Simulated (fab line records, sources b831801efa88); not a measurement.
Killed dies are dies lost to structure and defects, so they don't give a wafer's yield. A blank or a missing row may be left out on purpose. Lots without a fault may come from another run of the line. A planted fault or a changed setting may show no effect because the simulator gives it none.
Which tool did it? | flow gf180mcu | 13 lots, 38 wafers sampled, at 3 steps of a route of 602

WHAT THE GAUGES READ, wafer by wafer
GF_VT_IMPLANT_TW_MEAS_32.
lot  | measured     | on            | VT_IMPLANT_3_TW
L920 | day 7 00:45  | film_metro-04 | 267.2 267.8 267.1
L922 | day 7 16:32  | film_metro-01 | 268.9 270.2 267.7
L923 | day 7 22:17  | film_metro-04 | 267.7 266.9 266.7
L926 | day 8 17:22  | film_metro-02 | 261.5 261.9
L931 | day 10 03:08 | film_metro-01 | 270.7 270.7 270.4
L933 | day 10 18:26 | film_metro-01 | 272.1 271.4 271.6
L934 | day 10 21:17 | film_metro-01 | 271.6 269.1 271.3
L937 | day 12 00:42 | film_metro-02 | 265.2 264.5 264.4
L936 | day 12 01:25 | film_metro-02 | 265.3 264.7 263.6
L938 | day 12 07:48 | film_metro-01 | 266.5 267.8 266.6
L940 | day 12 12:20 | film_metro-01 | 266.9 266.1 268.7
L941 | day 13 02:50 | film_metro-02 | 267.3 266.6 267.6
L942 | day 13 12:35 | film_metro-02 | 268.5 268.2 268.0

GF_POLY_GATE_THK_MEAS_01.
lot  | measured     | on            | POLY_GATE_CVD_00_THK (nm)
L920 | day 8 18:59  | film_metro-01 | 199.4 199.6 197.2
L922 | day 9 05:37  | film_metro-02 | 196.8 198.5 198.3
L923 | day 9 15:05  | film_metro-02 | 200.4 201.7 200.1
L926 | day 10 08:47 | film_metro-03 | 197.3 196.9
L931 | day 11 20:26 | film_metro-01 | 199.3 199.0 198.5
L933 | day 12 15:15 | film_metro-02 | 203.6 201.5 203.3
L934 | day 12 16:49 | film_metro-03 | 199.1 198.8 198.5
L937 | day 14 00:12 | film_metro-02 | 199.0 197.5 198.0
L936 | day 14 00:14 | film_metro-01 | 200.8 199.9 198.2
L938 | day 14 07:55 | film_metro-03 | 201.5 199.3 199.6
L940 | day 14 10:25 | film_metro-01 | 195.6 197.5 199.6
L941 | day 15 03:03 | film_metro-03 | 201.2 201.0 202.3
L942 | day 15 12:22 | film_metro-03 | 203.4 201.8 202.3

WHICH TOOL RAN EACH LOT (tool, then ch and the chambers of the sampled wafers, then the start)
lot  | GF_VT_IMPLANT_RTA_45
L920 | rtp_anneal-02 ch 0, day 7 16:46
L922 | rtp_anneal-01 ch 0, day 8 08:29
L923 | rtp_anneal-01 ch 0, day 8 14:57
L926 | rtp_anneal-02 ch 0, day 9 10:01
L931 | rtp_anneal-02 ch 0, day 10 20:59
L933 | rtp_anneal-01 ch 0, day 11 13:14
L934 | rtp_anneal-01 ch 0, day 11 15:52
L937 | rtp_anneal-01 ch 0, day 12 21:17
L936 | rtp_anneal-02 ch 0, day 12 21:38
L938 | rtp_anneal-01 ch 0, day 13 04:13
L940 | rtp_anneal-02 ch 0, day 13 08:45
L941 | rtp_anneal-02 ch 0, day 13 23:33
L942 | rtp_anneal-01 ch 0, day 14 09:46
- GF_VT_IMPLANT_RTA_45: time 30 s.

WHAT THE TOOLS THEMSELVES READ (means of the sampled wafers that have a number; where no wafer has one, the mark that the record gives instead)
GF_VT_IMPLANT_RTA_45.
lot  | tool          | lamp_power_pct (%) | wafer_temp_C_max
L920 | rtp_anneal-02 | 35.5               | 1053.8
L922 | rtp_anneal-01 | 36.2               | 1054.6
L923 | rtp_anneal-01 | 36.2               | 1054.9
L926 | rtp_anneal-02 | 35.5               | 1054.3
L931 | rtp_anneal-02 | 35.5               | 1054.2
L933 | rtp_anneal-01 | 36.2               | 1054.2
L934 | rtp_anneal-01 | 36.2               | 1054.6
L937 | rtp_anneal-01 | 36.2               | 1055.2
L936 | rtp_anneal-02 | 35.5               | 1054.4
L938 | rtp_anneal-01 | 36.2               | 1054.7
L940 | rtp_anneal-02 | 35.5               | 1054.2
L941 | rtp_anneal-02 | 35.5               | 1054.6
L942 | rtp_anneal-01 | 36.2               | 1055.0

THE ANSWER, worked out from the rows above alone
Rule: what is usual is taken from the lots themselves. Put in order of their means at a reading, lots are off if they are a third of the lots or fewer, leave a main group of 4 or more, and stand apart from it by a gap of 3 or more times the standard deviation of the main group's means; of several such gaps the widest counts. A main group whose means are all the same, to the digits that the tables above print for the reading, isn't used. A lot without any number at a reading at which 4 lots or more have one is off too. The other lots that the step has rows for count as sound. The gauges are gone through in route order, then the tools' own readings, and for those a lot's mean is taken as printed above. The first step at which some lot is off is used, and at that step the reading that is off furthest; a lot without a number counts as furthest.
No lot is off at any reading shown: from this, nothing can be told.

WHAT THE SIMULATOR HAD PUT IN
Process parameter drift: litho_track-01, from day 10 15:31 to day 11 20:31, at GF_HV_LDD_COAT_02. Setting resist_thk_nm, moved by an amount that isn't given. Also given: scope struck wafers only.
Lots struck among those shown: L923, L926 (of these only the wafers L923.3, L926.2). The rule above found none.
